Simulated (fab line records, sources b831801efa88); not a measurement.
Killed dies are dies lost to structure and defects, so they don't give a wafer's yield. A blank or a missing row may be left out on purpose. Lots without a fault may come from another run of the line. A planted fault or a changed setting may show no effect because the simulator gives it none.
Which tool did it? | flow sky130 | 24 lots, 72 wafers sampled, at 6 steps of a route of 708

WHAT THE GAUGES READ, wafer by wafer
SKY_POLY_CUT_OVL_MEAS_09. Usual: POLY_CUT_OVL 1 nm, standard deviation 6.1.
lot  | measured     | on         | POLY_CUT_OVL (nm) | flag
L075 | day 25 12:49 | overlay-01 | 4 -4 -4           |
L074 | day 25 13:37 | overlay-02 | -7 0 2            |
L076 | day 26 02:05 | overlay-01 | 0 -6 -7           |
L077 | day 26 04:08 | overlay-01 | 8 5 3             |
L078 | day 26 12:37 | overlay-01 | 4 1 0             |
L079 | day 27 00:19 | overlay-02 | 0 8 -1            |
L080 | day 27 08:15 | overlay-01 | -1 -7 -5          |
L081 | day 27 16:19 | overlay-01 | 0 1 -5            |
L082 | day 27 19:22 | overlay-02 | 6 -1 3            |
L083 | day 27 22:44 | overlay-02 | -8 -13 -6         |
L084 | day 28 07:58 | overlay-02 | 4 5 4             |
L085 | day 28 17:40 | overlay-01 | -3 4 -4           |
L086 | day 29 13:19 | overlay-02 | -6 -6 -7          |
L087 | day 29 14:59 | overlay-01 | 2 5 5             |
L088 | day 30 01:21 | overlay-01 | -16 -6 -11        |
L089 | day 30 01:34 | overlay-01 | 10 9 2            |
L090 | day 30 05:34 | overlay-02 | 5 1 -12           |
L091 | day 30 18:12 | overlay-01 | 3 9 8             |
L092 | day 30 21:19 | overlay-02 | 4 2 2             |
L093 | day 31 08:13 | overlay-02 | 2 3 4             |
L094 | day 31 15:16 | overlay-02 | 4 -3 2            |
L095 | day 32 06:39 | overlay-01 | 4 9 10            |
L096 | day 32 09:28 | overlay-01 | 6 4 5             |
L097 | day 32 14:14 | overlay-02 | 6 8 2             |

SKY_SD_N_RS_MEAS_17: measures by four-point-probe. Usual: SD_P_RS 147.0 ohm/sq, standard deviation 0.39.
lot  | measured     | on            | SD_P_RS (ohm/sq)  | flag
L075 | day 29 06:28 | film_metro-02 | 146.8 146.6 146.5 |
L074 | day 29 07:01 | film_metro-03 | 147.5 146.9 147.5 |
L076 | day 29 18:32 | film_metro-04 | 146.6 146.8 147.0 |
L077 | day 29 21:27 | film_metro-02 | 147.3 147.0 147.7 |
L078 | day 30 05:07 | film_metro-03 | 147.2 147.1 147.5 |
L079 | day 30 15:54 | film_metro-02 | 147.3 147.0 146.9 |
L080 | day 30 22:32 | film_metro-03 | 147.4 148.0 148.0 |
L081 | day 31 06:43 | film_metro-02 | 147.0 147.2 147.2 |
L082 | day 31 10:25 | film_metro-04 | 146.6 146.6 146.8 |
L083 | day 31 12:53 | film_metro-04 | 146.9 146.8 146.9 |
L084 | day 31 23:12 | film_metro-04 | 146.7 146.5 146.0 |
L085 | day 32 07:51 | film_metro-03 | 147.1 147.0 146.7 |
L086 | day 33 03:28 | film_metro-04 | 146.5 147.0 146.8 |
L087 | day 33 04:05 | film_metro-04 | 147.3 146.9 146.7 |
L088 | day 33 13:54 | film_metro-03 | 147.3 147.4 147.2 |
L089 | day 33 13:56 | film_metro-04 | 146.8 146.7 146.7 |
L090 | day 33 18:01 | film_metro-04 | 147.1 147.0 146.4 |
L091 | day 34 06:27 | film_metro-04 | 146.7 146.7 145.9 |
L092 | day 34 10:05 | film_metro-02 | 147.5 147.1 147.4 |
L093 | day 34 20:25 | film_metro-04 | 146.7 146.9 146.6 |
L094 | day 35 02:40 | film_metro-02 | 147.1 147.0 147.1 |
L095 | day 35 16:56 | film_metro-03 | 147.2 147.4 147.1 |
L096 | day 35 19:28 | film_metro-04 | 147.1 147.1 146.6 |
L097 | day 36 00:43 | film_metro-02 | 147.6 146.5 146.8 |

SKY_METAL5_RS_MEAS_05: measures by four-point-probe. Usual: METAL5_ALCU_RS 0.02711 ohm/sq, standard deviation 0.00029.
lot  | measured     | on            | METAL5_ALCU_RS (ohm/sq) | flag
L075 | day 44 05:11 | film_metro-02 | 0.02706 0.02668 0.02636 |
L074 | day 44 06:10 | film_metro-02 | 0.02714 0.02711 0.0271  |
L076 | day 44 17:22 | film_metro-04 | 0.02719 0.02692 0.02747 |
L077 | day 44 17:41 | film_metro-04 | 0.02655 0.02682 0.02652 |
L078 | day 45 03:47 | film_metro-01 | 0.02769 0.02716 0.0273  |
L079 | day 45 08:42 | film_metro-01 | 0.02716 0.02709 0.02674 |
L080 | day 45 15:53 | film_metro-01 | 0.02714 0.02702 0.02694 |
L081 | day 45 23:11 | film_metro-02 | 0.0275 0.02764 0.02769  |
L082 | day 46 01:04 | film_metro-04 | 0.02702 0.02653 0.02709 |
L083 | day 46 05:31 | film_metro-02 | 0.02703 0.0275 0.02731  |
L084 | day 46 10:42 | film_metro-04 | 0.02702 0.0273 0.02714  |
L085 | day 46 18:17 | film_metro-04 | 0.02744 0.02738 0.02726 |
L086 | day 47 09:55 | film_metro-01 | 0.02691 0.02657 0.02684 |
L087 | day 47 09:56 | film_metro-02 | 0.02674 0.02689 0.02673 |
L088 | day 47 14:36 | film_metro-04 | 0.02683 0.02674 0.02696 |
L089 | day 47 16:37 | film_metro-01 | 0.0274 0.02705 0.0274   |
L090 | day 47 20:53 | film_metro-01 | 0.02739 0.02692 0.02708 |
L091 | day 48 04:50 | film_metro-02 | 0.02696 0.02675 0.02684 |
L092 | day 48 06:32 | film_metro-04 | 0.02692 0.02698 0.02711 |
L093 | day 48 16:16 | film_metro-01 | 0.0275 0.02735 0.02739  |
L094 | day 48 19:23 | film_metro-04 | 0.02708 0.02687 0.02687 |
L095 | day 49 07:38 | film_metro-01 | 0.02724 0.02727 0.0272  |
L096 | day 49 10:13 | film_metro-02 | 0.02752 0.02749 0.02761 |
L097 | day 49 14:17 | film_metro-01 | 0.02725 0.02719 0.02753 |

WHICH TOOL RAN EACH LOT (tool, then ch and the chambers of the sampled wafers, then the start)
lot  | SKY_POLY_CUT_ETCH_11               | SKY_METAL1_SPUTTER_01        | SKY_VIA3_SOFTBAKE_08
L075 | rie_diel-01 ch 0,1, day 25 12:54   | pvd_sputter-04, day 33 00:41 | litho_track-03 ch 0, day 44 05:11 or earlier
L074 | rie_diel-02 ch 0,1,3, day 25 13:42 | pvd_sputter-01, day 33 01:32 | litho_track-03 ch 0, day 44 06:10 or earlier
L076 | rie_diel-04 ch 1,2, day 26 02:09   | pvd_sputter-01, day 33 11:52 | litho_track-04 ch 0, day 44 17:22 or earlier
L077 | rie_diel-01 ch 2,3, day 26 04:12   | pvd_sputter-01, day 33 14:01 | litho_track-01 ch 0, day 44 17:41 or earlier
L078 | rie_diel-01 ch 0,1,3, day 26 12:42 | pvd_sputter-03, day 33 23:05 | litho_track-03 ch 0, day 45 03:47 or earlier
L079 | rie_diel-04 ch 2,3, day 27 00:23   | pvd_sputter-04, day 34 08:38 | litho_track-04 ch 0, day 45 08:42 or earlier
L080 | rie_diel-01 ch 0,3, day 27 08:20   | pvd_sputter-04, day 34 14:03 | litho_track-04 ch 0, day 45 15:53 or earlier
L081 | rie_diel-01 ch 0,2,3, day 27 16:24 | pvd_sputter-01, day 34 22:34 | litho_track-01 ch 0, day 45 23:11 or earlier
L082 | rie_diel-04 ch 2,3, day 27 19:27   | pvd_sputter-04, day 35 02:52 | litho_track-03 ch 0, day 46 01:04 or earlier
L083 | rie_diel-04 ch 0,2, day 27 22:49   | pvd_sputter-03, day 35 04:34 | litho_track-04 ch 0, day 46 05:31 or earlier
L084 | rie_diel-01 ch 0,1, day 28 08:03   | pvd_sputter-03, day 35 17:04 | litho_track-03 ch 0, day 46 10:42 or earlier
L085 | rie_diel-01 ch 2,3, day 28 17:44   | pvd_sputter-01, day 35 22:41 | litho_track-03 ch 0, day 46 18:17 or earlier
L086 | rie_diel-02 ch 1,2, day 29 13:24   | pvd_sputter-04, day 36 21:08 | litho_track-03 ch 0, day 47 09:55 or earlier
L087 | rie_diel-04 ch 0,1,2, day 29 15:03 | pvd_sputter-01, day 36 21:11 | litho_track-01 ch 0, day 47 09:56 or earlier
L088 | rie_diel-01 ch 0,2, day 30 01:26   | pvd_sputter-04, day 37 04:01 | litho_track-01 ch 0, day 47 14:36 or earlier
L089 | rie_diel-02 ch 0,1,2, day 30 01:39 | pvd_sputter-04, day 37 04:35 | litho_track-01 ch 0, day 47 16:37 or earlier
L090 | rie_diel-02 ch 0,1,2, day 30 05:39 | pvd_sputter-04, day 37 09:38 | litho_track-03 ch 0, day 47 20:53 or earlier
L091 | rie_diel-01 ch 0,2,3, day 30 18:16 | pvd_sputter-03, day 37 20:48 | litho_track-01 ch 0, day 48 04:50 or earlier
L092 | rie_diel-01 ch 1,3, day 30 21:24   | pvd_sputter-04, day 38 00:43 | litho_track-03 ch 0, day 48 06:32 or earlier
L093 | rie_diel-04 ch 1,2,3, day 31 08:18 | pvd_sputter-04, day 38 09:50 | litho_track-01 ch 0, day 48 16:16 or earlier
L094 | rie_diel-01 ch 2,3, day 31 15:21   | pvd_sputter-04, day 38 15:16 | litho_track-04 ch 0, day 48 19:23 or earlier
L095 | rie_diel-04 ch 0,1,2, day 32 06:44 | pvd_sputter-01, day 39 06:40 | litho_track-03 ch 0, day 49 07:38 or earlier
L096 | rie_diel-02 ch 2,3, day 32 09:32   | pvd_sputter-03, day 39 08:19 | litho_track-04 ch 0, day 49 10:13 or earlier
L097 | rie_diel-02 ch 0,1,2, day 32 14:19 | pvd_sputter-01, day 39 13:04 | litho_track-01 ch 0, day 49 14:17 or earlier
- SKY_POLY_CUT_ETCH_11: etches Si3N4 in CF4/CH2F2/Ar, stops on poly-Si, time 42.5 s, target depth 60 nm.
- SKY_METAL1_SPUTTER_01: material TiN, target thk 20 nm, time 16.7 s.
- SKY_VIA3_SOFTBAKE_08: time 93.11 s.

WHAT THE TOOLS THEMSELVES READ (means of the sampled wafers that have a number; where no wafer has one, the mark that the record gives instead)
SKY_POLY_CUT_ETCH_11. Usual: drypump_motor_current_A 5.8 A, standard deviation 0.42; oes_product_au 0.829 a.u., standard deviation 0.006; throttle_valve_pct 14.993 %, standard deviation 0.009.
lot  | tool        | drypump_motor_current_A (A) | oes_product_au (a.u.) | throttle_valve_pct (%) | flag
L075 | rie_diel-01 | 5.8                         | 0.833                 | 14.986                 |
L074 | rie_diel-02 | 6.0                         | 0.824                 | 14.987                 |
L076 | rie_diel-04 | 5.7                         | 0.823                 | 14.991                 |
L077 | rie_diel-01 | 5.6                         | 0.822                 | 14.996                 |
L078 | rie_diel-01 | 5.8                         | 0.834                 | 14.996                 |
L079 | rie_diel-04 | 5.5                         | 0.824                 | 14.994                 |
L080 | rie_diel-01 | 6.0                         | 0.830                 | 14.991                 |
L081 | rie_diel-01 | 5.7                         | 0.833                 | 14.997                 |
L082 | rie_diel-04 | 5.6                         | 0.831                 | 14.999                 |
L083 | rie_diel-04 | 5.5                         | 0.825                 | 14.991                 |
L084 | rie_diel-01 | 5.8                         | 0.830                 | 14.995                 |
L085 | rie_diel-01 | 5.6                         | 0.828                 | 15.000                 |
L086 | rie_diel-02 | 6.6                         | 0.834                 | 14.993                 |
L087 | rie_diel-04 | 5.6                         | 0.838                 | 14.986                 |
L088 | rie_diel-01 | 5.9                         | 0.828                 | 14.987                 |
L089 | rie_diel-02 | 6.3                         | 0.830                 | 14.997                 |
L090 | rie_diel-02 | 6.3                         | 0.824                 | 14.992                 |
L091 | rie_diel-01 | 5.7                         | 0.827                 | 14.991                 |
L092 | rie_diel-01 | 5.6                         | 0.829                 | 14.989                 |
L093 | rie_diel-04 | 5.6                         | 0.826                 | 14.996                 |
L094 | rie_diel-01 | 5.6                         | 0.823                 | 14.987                 |
L095 | rie_diel-04 | 5.6                         | 0.833                 | 15.005                 |
L096 | rie_diel-02 | 5.9                         | 0.831                 | 14.995                 |
L097 | rie_diel-02 | 6.3                         | 0.825                 | 14.998                 |

SKY_METAL1_SPUTTER_01. Usual: throttle_valve_pct 30.2 %, standard deviation 1.
lot  | tool           | throttle_valve_pct (%) | flag
L075 | pvd_sputter-04 | 30.2                   |
L074 | pvd_sputter-01 | 31.3                   |
L076 | pvd_sputter-01 | 30.1                   |
L077 | pvd_sputter-01 | 30.4                   |
L078 | pvd_sputter-03 | 30.5                   |
L079 | pvd_sputter-04 | 30.6                   |
L080 | pvd_sputter-04 | 30.5                   |
L081 | pvd_sputter-01 | 29.7                   |
L082 | pvd_sputter-04 | 30.0                   |
L083 | pvd_sputter-03 | 29.6                   |
L084 | pvd_sputter-03 | 29.8                   |
L085 | pvd_sputter-01 | 30.6                   |
L086 | pvd_sputter-04 | 30.3                   |
L087 | pvd_sputter-01 | 29.6                   |
L088 | pvd_sputter-04 | 30.7                   |
L089 | pvd_sputter-04 | 30.6                   |
L090 | pvd_sputter-04 | 30.8                   |
L091 | pvd_sputter-03 | 30.8                   |
L092 | pvd_sputter-04 | 30.8                   |
L093 | pvd_sputter-04 | 30.3                   |
L094 | pvd_sputter-04 | 31.0                   |
L095 | pvd_sputter-01 | 29.7                   |
L096 | pvd_sputter-03 | 30.6                   |
L097 | pvd_sputter-01 | 29.7                   |

SKY_VIA3_SOFTBAKE_08. Usual: plate_sensor_t_centre_C 100.88 C, standard deviation 0.01; plate_sensor_t_edge_C 100.95 C, standard deviation 0.01.
lot  | tool           | plate_sensor_t_centre_C (C) | plate_sensor_t_edge_C (C) | flag
L075 | litho_track-03 | 100.89                      | 100.95                    |
L074 | litho_track-03 | 100.88                      | 100.96                    |
L076 | litho_track-04 | 100.88                      | 100.95                    |
L077 | litho_track-01 | 100.88                      | 100.95                    |
L078 | litho_track-03 | 100.87                      | 100.96                    |
L079 | litho_track-04 | 100.88                      | 100.96                    |
L080 | litho_track-04 | 100.89                      | 100.95                    |
L081 | litho_track-01 | 100.88                      | 100.95                    |
L082 | litho_track-03 | 100.89                      | 100.95                    |
L083 | litho_track-04 | 100.88                      | 100.95                    |
L084 | litho_track-03 | 100.89                      | 100.96                    |
L085 | litho_track-03 | 100.87                      | 100.96                    |
L086 | litho_track-03 | 100.88                      | 100.94                    |
L087 | litho_track-01 | 100.87                      | 100.95                    |
L088 | litho_track-01 | 100.89                      | 100.95                    |
L089 | litho_track-01 | 100.89                      | 100.95                    |
L090 | litho_track-03 | 100.89                      | 100.95                    |
L091 | litho_track-01 | 100.88                      | 100.95                    |
L092 | litho_track-03 | 100.88                      | 100.94                    |
L093 | litho_track-01 | 100.89                      | 100.95                    |
L094 | litho_track-04 | 100.88                      | 100.95                    |
L095 | litho_track-03 | 100.87                      | 100.95                    |
L096 | litho_track-04 | 100.88                      | 100.95                    |
L097 | litho_track-01 | 100.88                      | 100.96                    |

THE ANSWER, worked out from the rows above alone
Rule: a lot is off if the mean of its wafers that have a number lies more than 3 standard deviations from the usual mean. A lot without any number at a reading at which 4 lots or more have one is off too. The other lots that the step has rows for count as sound. The gauges are gone through in route order, then the tools' own readings, and for those a lot's mean is taken as printed above. The first step at which some lot is off is used, and at that step the reading that is off furthest; a lot without a number counts as furthest.
No lot is off at any reading shown: from this, nothing can be told.

WHAT THE SIMULATOR HAD PUT IN
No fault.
